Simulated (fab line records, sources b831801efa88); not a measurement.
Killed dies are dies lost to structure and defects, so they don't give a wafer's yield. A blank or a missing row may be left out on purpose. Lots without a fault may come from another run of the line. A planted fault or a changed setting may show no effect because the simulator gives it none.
fab line records | flow sky130
record lots=12 wafers=36 last_day=50
route steps=708 shown PWDE@54 CAP2M@605 METAL5@661 PAD_OPEN@708
lots that met no fault: from a run of the same line without faults
start_h: hours from the record's first day to the start of the lot's first wafer shown | wait_h: hours since the lot's step before | " the same as in the row above | L1.1+2: a row that stands for several wafers | - no value, or no start given | * or withheld: withheld | < > ~ a bound
route shown NAME@n: a module of which the file shows steps, and the number in the route of the first | usual: mean/standard deviation of fault-free wafers | same: alike in all rows | chamber/n: place in a boat | sites: the reading at each site | _std_site: their standard deviation | _edge_site: outer sites' mean less inner sites' | radius_mm: how far each site lies from the wafer's centre | mask NAME#n: copy n | behind: the tool/chamber that last shaped the wafer | hold: why the lot was held/for how many hours/how that ended | device: the transistor (n, p or np) that didn't switch | end of line: the same wafers' tests at the end of the route | a step without rows: its recipe alone | killed: dies lost to structure and defects at the first sort, not the wafer's yield | map: a wafer's dies, x killed, . not, _ none there
set.NAME: the setting as run; set.NAME@STEP: as run at that earlier step | model.NAME: the simulator's own value behind a step, which no gauge read
steps of the route over a sample of lots; a table a step, a row a wafer
services: from which hour (start_h, from the record's first day; less than 0 if before it) a tool's chamber was out of use, for how many hours, and why
## steps
# step SKY_PWDE_STRIP_09
# recipe chemistry=O2/N2 power_w=1400 pressure_mtorr=1500 platen_temp_c=withheld o2_flow_sccm=3000 n2_flow_sccm=300 overash_fraction=0.5
# usual drypump_motor_current_A=6.2/0.42 n2_flow_sccm=300.0/0.76 oes_product_au=0.723/0.0048 strip_time_to_endpoint_s=36.87/0.088
# columns lot.wafer tool chamber start_h wait_h drypump_motor_current_A n2_flow_sccm oes_product_au rf_hours_counter_h strip_time_to_endpoint_s
L369.1 plasma_asher-03 0 75.75 0.1 6.6 299.4 0.721 38 36.86
L369.2 " 1 " " 6.4 299.2 0.722 38 36.86
L369.5 " 0 " " 6.6 299.1 0.727 - 36.77
L370.2 plasma_asher-01 1 82.65 0.1 6.5 299.8 0.723 40 36.86
L370.4 " 0 " " 5.0 299.2 0.724 - 36.67
L370.6 " 0 " " 5.0 298.9 0.726 - 36.68
L371.4 plasma_asher-02 1 84.94 0.1 6.0 299.8 0.718 - 36.86
L371.5 " 0 " " 6.2 299.8 0.720 - 36.83
L371.6 " 1 " " 6.0 299.9 0.732 - 36.88
L372.2 plasma_asher-03 1 91.45 0.1 6.3 301.0 0.724 40 36.77
L372.3 " 1 " " 6.3 300.4 0.718 - 36.75
L372.6 " 1 " " 6.3 300.8 0.714 - 36.80
L374.1 plasma_asher-03 0 100.35 0.1 6.6 298.9 0.726 40 36.87
L374.5 " 0 " " 6.6 299.4 0.722 - 36.90
L374.6 " 1 " " 6.3 299.3 0.720 - 36.79
L375.1 plasma_asher-02 0 108.95 0.1 6.2 299.7 0.723 30 36.95
L375.5 " 1 " " 6.0 298.9 0.733 - 36.91
L375.6 " 0 " " 6.2 300.8 0.722 - 36.97
L376.4 plasma_asher-02 1 116.14 0.1 6.0 299.0 0.721 - 37.08
L376.5 " 0 " " 6.2 300.3 0.721 - 37.08
L376.6 " 1 " " 5.9 301.1 0.723 - 36.96
L377.1 plasma_asher-03 0 119.81 0.1 6.6 300.9 0.718 43 36.86
L377.2 " 1 " " 6.3 300.3 0.725 43 36.88
L377.3 " 1 " " 6.3 300.7 0.721 - 36.82
L383.1 plasma_asher-02 1 151.25 0.1 6.0 299.9 0.724 34 36.83
L383.3 " 1 " " 6.0 298.9 0.726 - 36.81
L383.5 " 0 " " 6.2 299.6 0.723 - 36.83
L384.2 plasma_asher-01 1 156.95 0.1 6.5 299.9 0.720 47 36.85
L384.5 " 0 " " 5.0 299.5 0.720 - 37.00
L384.6 " 1 " " 6.5 301.2 0.726 - 36.91
L385.3 plasma_asher-02 1 163.94 0.1 6.0 299.7 0.719 - 36.84
L385.4 " 0 " " 6.2 300.1 0.728 - 36.84
L385.6 " 0 " " 6.2 299.2 0.730 - 36.87
L391.1 plasma_asher-03 0 201.85 0.1 6.6 300.1 0.724 51 36.83
L391.4 " 0 " " 6.6 298.9 0.728 - 36.82
L391.5 " 0 " " 6.6 299.4 0.726 - 36.79
# step SKY_CAP2M_SPUTTER_02
# recipe material=TiN target_thk_nm=200 temp_c=300 power_w=6500 time_s=166.7 chamber_pressure_pa=0.4
# usual chamber_pressure_pa=0.4001/0.00084 throttle_valve_pct=30.0/1
# columns lot.wafer tool chamber start_h wait_h chamber_pressure_pa throttle_valve_pct
L369.1 pvd_sputter-03 - 934.77 0.1 0.3998 30.8
L369.2 " - " " 0.3999 30.2
L369.5 " - " " 0.4017 31.5
L371.4 pvd_sputter-03 - 947.68 0.0 0.4004 30.7
L371.5 " - " " 0.3995 30.3
L371.6 " - " " 0.4008 31.0
L370.2 pvd_sputter-02 - 949.33 0.0 0.4007 29.6
L370.4 " - " " 0.4003 29.2
L370.6 " - " " 0.4000 30.0
L372.2 pvd_sputter-03 - 952.19 0.0 0.4000 31.3
L372.3 " - " " 0.3993 30.2
L372.6 " - " " 0.3992 30.2
L376.4 pvd_sputter-01 - 993.82 0.0 0.3990 29.6
L376.5 " - " " 0.4009 30.9
L376.6 " - " " 0.4001 28.8
L374.1 pvd_sputter-02 - 993.98 0.1 0.4010 29.9
L374.5 " - " " 0.4014 29.2
L374.6 " - " " 0.4004 30.0
L375.1 pvd_sputter-02 - 995.57 0.1 0.3999 30.0
L375.5 " - " " 0.4012 30.2
L375.6 " - " " 0.4007 29.3
L377.1 pvd_sputter-01 - 998.12 0.1 0.4003 31.0
L377.2 " - " " 0.3998 28.9
L377.3 " - " " 0.3982 29.7
L383.1 pvd_sputter-03 - 1027.80 0.1 0.4010 30.9
L383.3 " - " " 0.4008 30.8
L383.5 " - " " 0.3999 31.1
L384.2 pvd_sputter-03 - 1034.62 0.0 0.4014 31.4
L384.5 " - " " 0.4006 30.0
L384.6 " - " " 0.3986 31.1
L385.3 pvd_sputter-02 - 1040.20 0.0 0.4004 29.9
L385.4 " - " " 0.3997 29.3
L385.6 " - " " 0.4001 29.5
L391.1 pvd_sputter-03 - 1077.48 0.1 0.3990 27.7
L391.4 " - " " 0.4006 30.8
L391.5 " - " " 0.4009 30.2
# step SKY_CAP2M_STRIP_14
# recipe chemistry=O2/N2 power_w=1400 pressure_mtorr=1500 platen_temp_c=withheld o2_flow_sccm=3000 n2_flow_sccm=300 overash_fraction=0.5
# usual drypump_motor_current_A=5.7/0.48 n2_flow_sccm=299.9/0.87 oes_product_au=0.710/0.0046 strip_time_to_endpoint_s=12.66/0.042
# columns lot.wafer tool chamber start_h wait_h drypump_motor_current_A n2_flow_sccm oes_product_au rf_hours_counter_h strip_time_to_endpoint_s
L369.1 plasma_asher-01 1 958.69 0.1 6.4 299.5 0.712 48 12.66
L369.2 " 0 " " 4.9 299.4 0.714 48 12.71
L369.5 " 0 " " 5.0 299.7 0.705 - 12.72
L371.4 plasma_asher-01 0 971.92 0.1 5.0 299.5 0.712 - 12.64
L371.5 " 1 " " 6.5 301.2 0.715 - 12.55
L371.6 " 0 " " 5.0 299.9 0.713 - 12.60
L370.2 plasma_asher-04 1 972.89 0.1 5.4 300.5 0.703 87 12.66
L370.4 " 1 " " 5.4 299.4 0.714 - 12.65
L370.6 " 1 " " 5.4 299.3 0.712 - 12.69
L372.2 plasma_asher-02 0 976.49 0.1 6.2 300.9 0.710 114 12.64
L372.3 " 0 " " 6.2 301.2 0.714 - 12.65
L372.6 " 1 " " 6.0 299.5 0.711 - 12.60
L376.4 plasma_asher-02 0 1017.15 0.1 6.2 299.2 0.700 - 12.63
L376.5 " 0 " " 6.2 299.6 0.714 - 12.68
L376.6 " 1 " " 6.0 298.7 0.715 - 12.68
L374.1 plasma_asher-04 0 1017.34 0.1 5.5 300.7 0.712 91 12.62
L374.5 " 1 " " 5.4 302.2 0.707 - 12.62
L374.6 " 0 " " 5.5 301.1 0.708 - 12.66
L375.1 plasma_asher-02 1 1019.21 0.1 6.0 300.0 0.713 118 12.63
L375.5 " 1 " " 6.0 301.4 0.706 - 12.63
L375.6 " 0 " " 6.2 299.1 0.711 - 12.68
L377.1 plasma_asher-02 0 1021.11 0.1 6.1 300.0 0.716 118 12.72
L377.2 " 1 " " 6.0 299.6 0.707 118 12.66
L377.3 " 0 " " 6.2 299.5 0.709 - 12.64
L383.1 plasma_asher-02 1 1050.87 0.2 6.0 299.7 0.706 121 12.67
L383.3 " 0 " " 6.1 298.4 0.710 - 12.62
L383.5 " 0 " " 6.2 299.0 0.703 - 12.57
L384.2 plasma_asher-01 1 1056.49 0.1 6.5 300.2 0.707 57 12.72
L384.5 " 1 " " 6.4 299.8 0.708 - 12.67
L384.6 " 0 " " 5.0 299.2 0.716 - 12.66
L385.3 plasma_asher-04 1 1062.62 0.1 5.4 300.3 0.718 - 12.63
L385.4 " 0 " " 5.5 299.6 0.724 - 12.71
L385.6 " 1 " " 5.4 299.3 0.708 - 12.67
L391.1 plasma_asher-02 0 1098.04 0.1 6.2 300.6 0.710 3 12.57
L391.4 " 0 " " 6.2 301.6 0.717 - 12.63
L391.5 " 1 " " 6.0 300.4 0.706 - 12.54
# step SKY_METAL5_SPUTTER_00
# recipe material=Ti target_thk_nm=15 power_w=3000 time_s=10 chamber_pressure_pa=0.4
# usual chamber_pressure_pa=0.4000/0.00081 throttle_valve_pct=30.1/1.1
# columns lot.wafer tool chamber start_h wait_h chamber_pressure_pa throttle_valve_pct
L369.1 pvd_sputter-01 - 1010.61 0.1 0.4007 28.9
L369.2 " - " " 0.3996 29.6
L369.5 " - " " 0.4002 31.3
L371.4 pvd_sputter-01 - 1022.12 0.1 0.4001 31.3
L371.5 " - " " 0.3995 29.0
L371.6 " - " " 0.4001 30.9
L370.2 pvd_sputter-03 - 1023.22 0.2 0.4009 27.5
L370.4 " - " " 0.4001 31.4
L370.6 " - " " 0.4001 30.4
L372.2 pvd_sputter-04 - 1025.97 0.2 0.3991 31.5
L372.3 " - " " 0.3991 28.7
L372.6 " - " " 0.4002 28.7
L376.4 pvd_sputter-04 - 1065.51 0.2 0.3992 29.7
L376.5 " - " " 0.4020 31.4
L376.6 " - " " 0.4000 29.1
L374.1 pvd_sputter-01 - 1066.17 0.1 0.4009 28.8
L374.5 " - " " 0.4004 28.9
L374.6 " - " " 0.4003 31.4
L375.1 pvd_sputter-01 - 1067.17 0.1 0.4009 30.6
L375.5 " - " " 0.4002 31.1
L375.6 " - " " 0.3999 29.7
L377.1 pvd_sputter-01 - 1070.06 0.2 0.4008 31.1
L377.2 " - " " 0.4014 29.7
L377.3 " - " " 0.4008 31.2
L383.1 pvd_sputter-01 - 1096.88 0.1 0.3992 30.8
L383.3 " - " " 0.3998 31.1
L383.5 " - " " 0.4008 31.2
L384.2 pvd_sputter-01 - 1101.70 0.2 0.4002 31.4
L384.5 " - " " 0.4001 28.9
L384.6 " - " " 0.3992 29.8
L385.3 pvd_sputter-01 - 1105.36 0.2 0.4005 29.7
L385.4 " - " " 0.3997 28.9
L385.6 " - " " 0.3993 31.3
L391.1 pvd_sputter-04 - 1141.58 0.1 0.3987 30.7
L391.4 " - " " 0.3997 29.7
L391.5 " - " " 0.4001 29.6
# step SKY_PAD_OPEN_PROBE_99
# usual killed_at_M0_to_M3=44/7.1 killed_at_M4_up=3/1.6 killed_at_contacts=24/5.4 killed_at_front_end=15/4.7 killed_at_other=0.3/0.51 killed_dies=87/9.9 killed_open=48/7.6 killed_short=39/6.3
# same gross_dies=492 killed_at_back_side=0
# columns lot.wafer tool chamber start_h wait_h killed_at_M0_to_M3 killed_at_M4_up killed_at_contacts killed_at_front_end killed_at_other killed_dies killed_open killed_short
L383.1 prober-02 - 1158.03 0.1 36 3 14 30 0 83 36 28
L383.3 prober-02 - 1158.13 0.2 35 2 24 30 0 91 33 40
L383.5 prober-02 - 1158.23 0.2 50 0 20 70 1 141 44 43
L385.3 prober-02 - 1165.30 0.2 51 2 27 42 0 122 58 42
L385.4 prober-02 - 1165.35 0.2 38 2 15 59 0 114 35 30
L385.6 prober-02 - 1165.45 0.2 32 5 18 57 0 112 32 28
# killed by level:class
L383.1 PWDE:unspecified=19 VIA1:geometric_particle:open=7 VIA2:geometric_particle:open=7 FIELD_ISO:geometric_particle:open=6 METAL1:geometric_particle:short=6 CONTACT:geometric_particle:open=4 METAL2:geometric_particle:short=4 POLY_GATE:geometric_particle:open=3
L383.3 PWDE:unspecified=18 VIA1:geometric_particle:short=9 VIA1:geometric_particle:open=8 LI_CONTACT:geometric_particle:open=7 CONTACT:geometric_particle:open=7 METAL2:geometric_particle:short=5 POLY_GATE:geometric_particle:short=4 LI_CONTACT:geometric_particle:short=4
L383.5 PWDE:unspecified=54 VIA1:geometric_particle:open=13 METAL1:geometric_particle:short=9 LOCAL_INTERCONNECT:geometric_particle:short=8 VIA2:geometric_particle:open=8 POLY_GATE:geometric_particle:open=7 VIA3:geometric_particle:open=6 CONTACT:geometric_particle:short=4
L385.3 PWDE:unspecified=22 VIA1:geometric_particle:open=14 LI_CONTACT:geometric_particle:open=12 VIA3:geometric_particle:open=8 POLY_GATE:geometric_particle:open=5 CONTACT:geometric_particle:short=5 METAL1:geometric_particle:short=5 VIA1:geometric_particle:short=5
L385.4 PWDE:unspecified=49 VIA1:geometric_particle:open=11 LI_CONTACT:geometric_particle:open=6 VIA3:geometric_particle:open=6 CONTACT:geometric_particle:open=5 METAL2:geometric_particle:short=5 METAL1:geometric_particle:short=4 FIELD_ISO:geometric_particle:open=3
L385.6 PWDE:unspecified=52 LI_CONTACT:geometric_particle:open=6 CONTACT:geometric_particle:open=6 VIA1:geometric_particle:open=6 METAL1:geometric_particle:short=5 VIA3:geometric_particle:open=5 VIA1:geometric_particle:short=4 VIA2:geometric_particle:short=4
## services
# columns tool chamber start_h hours kind
pvd_sputter-03 - 70.50 4.6 repair
plasma_asher-02 - 71.83 0.4 repair
pvd_sputter-03 - 95.05 3.0 repair
plasma_asher-02 - 154.43 6.0 repair
plasma_asher-03 - 159.16 2.4 repair
plasma_asher-01 - 214.94 1.9 repair
pvd_sputter-01 - 217.72 11.2 repair
pvd_sputter-03 - 224.00 1.7 repair
pvd_sputter-01 - 248.79 8.3 repair
plasma_asher-02 - 276.26 2.8 pm
plasma_asher-02 - 301.80 0.9 repair
pvd_sputter-01 - 302.02 10.9 repair
plasma_asher-02 - 307.46 35.1 pm
pvd_sputter-03 - 325.83 1.6 repair
pvd_sputter-03 - 379.21 59.8 repair
pvd_sputter-01 - 418.41 8.3 repair
pvd_sputter-03 - 522.49 4.6 repair
pvd_sputter-01 - 878.99 1.3 repair
pvd_sputter-01 - 908.66 1.5 repair
plasma_asher-02 - 923.70 1.6 repair
plasma_asher-02 - 923.72 0.9 repair
plasma_asher-02 - 1055.25 9.0 pm
plasma_asher-02 - 1080.87 0.6 repair
pvd_sputter-01 - 1087.77 1.4 repair
## key
first_sign step=SKY_PAD_OPEN_PROBE_99 reading=killed_at_front_end direction=up sigmas=7 usual=15 struck=48
effect step=SKY_PAD_OPEN_PROBE_99 reading=killed_dies direction=up sigmas=2.4 usual=87 struck=110 wafers_moved=4
met_at SKY_PWDE_STRIP_09
struck_lots L383,L385
tester_left_out L383,L385
not_acting_at SKY_CAP2M_SPUTTER_02,SKY_CAP2M_STRIP_14,SKY_METAL5_SPUTTER_00
onset_between 116.14 151.25
fault kind=chamber_particle_source tool=plasma_asher-02 chamber=- onset_h=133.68 steps=SKY_PWDE_STRIP_09 rate_per_visit_cm2=0.65152 end_h=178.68
# tester_left_out: of these lots the tester's yield and bins aren't shown, on N5 and GAA mostly nor the transistor test; their killed dies are dies lost to structure and defects alone, not to doping, threshold or leakage, so they don't give the yield
